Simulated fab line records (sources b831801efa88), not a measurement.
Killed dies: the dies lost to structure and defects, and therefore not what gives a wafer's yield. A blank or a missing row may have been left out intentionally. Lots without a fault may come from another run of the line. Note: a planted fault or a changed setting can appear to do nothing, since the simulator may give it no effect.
Comparing a struck lot with a sound one | flow sky130 | 16 out of 708 route steps
Sound: these wafers, L477.1, L477.5, L477.6. Wafers struck: L485.2, L485.4, L485.5. At the end, the cause is stated.
Each step with rows lists, per side, the tool, then ch with its chambers, then its first start. Under that, the readings that differ: sound wafers | struck wafers | difference of the means | sigmas: that difference in standard deviations of wafers without a fault.
alike: readings whose means differ by less than 2 such deviations, and words and numbers that are the same on both sides. not compared: withheld readings, readings that some wafer has no value for, bounds like >300 that may hide the same value, and numbers for which the record gives no deviation and whose values overlap.
Wherever a step has rows on one side only, a row that says differs or no value, or a row with sigmas, the two part there. When numbers do not overlap yet have no deviation, they are printed without sigmas and do not part them. Lack of a reading on every wafer of one side parts them only where that side has two or more wafers.

first, 5 steps without rows for these wafers: SKY_POLY_GATE_COAT_08 (resist thk 450 nm); SKY_POLY_GATE_SOFTBAKE_09 (time 90 s); SKY_POLY_GATE_EXPOSE_10 (exposes mask P1M, target cd 150 nm); SKY_POLY_GATE_PEB_11; SKY_POLY_GATE_DEVELOP_12 (develop time 60 s).
SKY_POLY_GATE_CD_MEAS_13 targets a cd of 150 nm.
  sound on cd_sem-01, day 18 22:27; struck on cd_sem-01, day 21 19:01
  alike: cd_nm
SKY_POLY_GATE_OVL_MEAS_14:
  sound on overlay-02, day 18 22:35; struck on overlay-02, day 21 19:07
  alike: POLY_GATE_OVL
SKY_POLY_GATE_ETCH_15: etches BARC in N2/H2, stops on SiO2, time 118.5 s, target depth 110 nm.
  sound on rie_diel-02 ch 1,2, day 18 22:37; struck on rie_diel-02 ch 0,2,3, day 21 19:08
  alike: drypump_motor_current_A, oes_product_au, throttle_valve_pct
  not compared: rf_hours_counter_h
SKY_POLY_GATE_ETCH_16: etches Si3N4 in CH3F/O2, stops on poly-Si, time 147.5 s, target depth 75 nm.
  sound on rie_diel-02 ch 1,2, day 18 22:42; struck on rie_diel-02 ch 0,2,3, day 21 19:14
  alike: drypump_motor_current_A, oes_product_au, throttle_valve_pct
  not compared: rf_hours_counter_h
SKY_POLY_GATE_ETCH_17: etches poly-Si in HBr/Cl2, stops on SiO2, target depth 180 nm, time 70.5 s.
  sound on rie_si-01 ch 0,1,2, day 18 22:47; struck on rie_si-02 ch 2,3, day 21 19:20
  alike: drypump_motor_current_A, oes_product_au, throttle_valve_pct
  not compared: rf_hours_counter_h
SKY_POLY_GATE_STRIP_18: strips in O2/N2.
  sound on plasma_asher-02 ch 0,1, day 18 22:51; struck on plasma_asher-01 ch 0, day 21 19:23
  alike: drypump_motor_current_A, oes_product_au, strip_time_to_endpoint_s
  not compared: rf_hours_counter_h
then, 1 step without rows for these wafers: SKY_POLY_GATE_CLEAN_19 (cleans in SC1/SC2, time 150 s).
SKY_POLY_GATE_OXIDATION_20: stabilise 600 s, purge 300 s, target thk 4 nm.
  sound on furnace-01 ch 0, day 19 00:25; struck on furnace-01 ch 0, day 21 19:34
  reading                                          | sound               | struck               | difference | sigmas
  spike_tc_bottom_C (C)                            | 867.4 867.8 866.1   | 901.1 902.1 901.8    | +34.6      | +27
  spike_tc_centre_C (C)                            | 851.0 851.2 850.2   | 884.7 885.6 886.5    | +34.8      | +35
  spike_tc_lower_C (C)                             | 850.3 849.7 851.4   | 884.9 887.8 886.9    | +36.1      | +36
  spike_tc_top_C (C)                               | 864.7 864.4 867.3   | 899.5 899.7 900.3    | +34.4      | +23
  spike_tc_upper_C (C)                             | 852.2 853.2 853.0   | 885.1 887.3 886.0    | +33.3      | +33
  tube_center_temp_C (C)                           | 850.07 849.97 850.1 | 884.74 884.82 884.82 | +34.75     | +99 or more
  tube_center_temp_C_max                           | 852.1 852.1 852.9   | 887.0 886.6 887.0    | +34.5      | +99 or more
  zone_power_bottom_pct (%)                        | 24.8 24.7 24.9      | 26.5 27.3 26.4       | +1.9       | +3
  zone_power_centre_pct (%)                        | 16.60 16.35 16.42   | 17.59 17.95 17.77    | +1.31      | +7
  zone_power_upper_pct (%)                         | 17.9 17.7 17.7      | 19.0 19.3 19.3       | +1.4       | +5
  model.SiO2_of_POLY_GATE_OXIDATION_20.thk_nm (nm) | 3.964 3.983 3.936   | 6.091 6.059 6.182    | +2.150     |
SKY_POLY_GATE_THK_MEAS_21:
  sound on film_metro-01, day 19 01:40; struck on film_metro-01, day 21 20:50
  reading                      | sound          | struck         | difference | sigmas
  POLY_GATE_OXIDATION_THK (nm) | 3.98 3.96 3.91 | 6.09 6.03 6.17 | +2.15      | +28
SKY_POLY_GATE_CD_MEAS_22:
  sound on cd_sem-01, day 19 01:43; struck on cd_sem-01, day 21 20:55
  alike: cd_nm
-- record jumps: 27 days separate the struck wafers' starts on either side; left off in module POLY_GATE, taken up again in module PAD_OPEN, whose first shown step is the route's number 708 --
SKY_PAD_OPEN_PROBE_99:
  sound on prober-02, day 47 16:49; struck on prober-02, day 49 05:22
  reading                            | sound             | struck            | difference | sigmas
  model.etest.tip_sonos.rs_ohm_sq    | 2645 2666 2650    | 3116 3169 3112    | +479       |
  model.etest.tip_p.rs_ohm_sq        | 6850 6792 6866    | 7452 7444 7457    | +615       |
  model.etest.pfet_01v8.r_on_ohm_um  | 2774 2814 2849    | 3051 3113 3124    | +284       |
  model.etest.res_pdiff.line_ohm_um  | 1330 1360 1356    | 1428 1419 1411    | +71        |
  model.etest.tip_n.rs_ohm_sq        | 438 436.9 439.2   | 474.7 475.2 481.3 | +39.0      |
  model.etest.res_pdiff.rs_ohm_sq    | 195.3 193.5 196.2 | 205.5 208.1 208   | +12.2      |
  model.etest.res_pdiff_hv.rs_ohm_sq | 187.5 188.9 187.6 | 196.7 197.8 197.5 | +9.3       |
  alike: killed_at_M0_to_M3, killed_at_M4_up, killed_at_contacts, killed_at_front_end, killed_at_other, killed_dies, killed_on_rim, killed_open, killed_short
  not compared: model.etest.res_ndiff.line_ohm_um

== WHERE THEY PART ==
At SKY_POLY_GATE_OXIDATION_20 first; at SKY_POLY_GATE_THK_MEAS_21 last (within this record only). Later steps at which nothing parts them and some readings are alike: SKY_POLY_GATE_CD_MEAS_22, SKY_PAD_OPEN_PROBE_99.

WHY: what had been put in by the simulator
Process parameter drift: furnace-01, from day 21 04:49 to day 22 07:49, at SKY_POLY_GATE_OXIDATION_20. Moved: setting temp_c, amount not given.
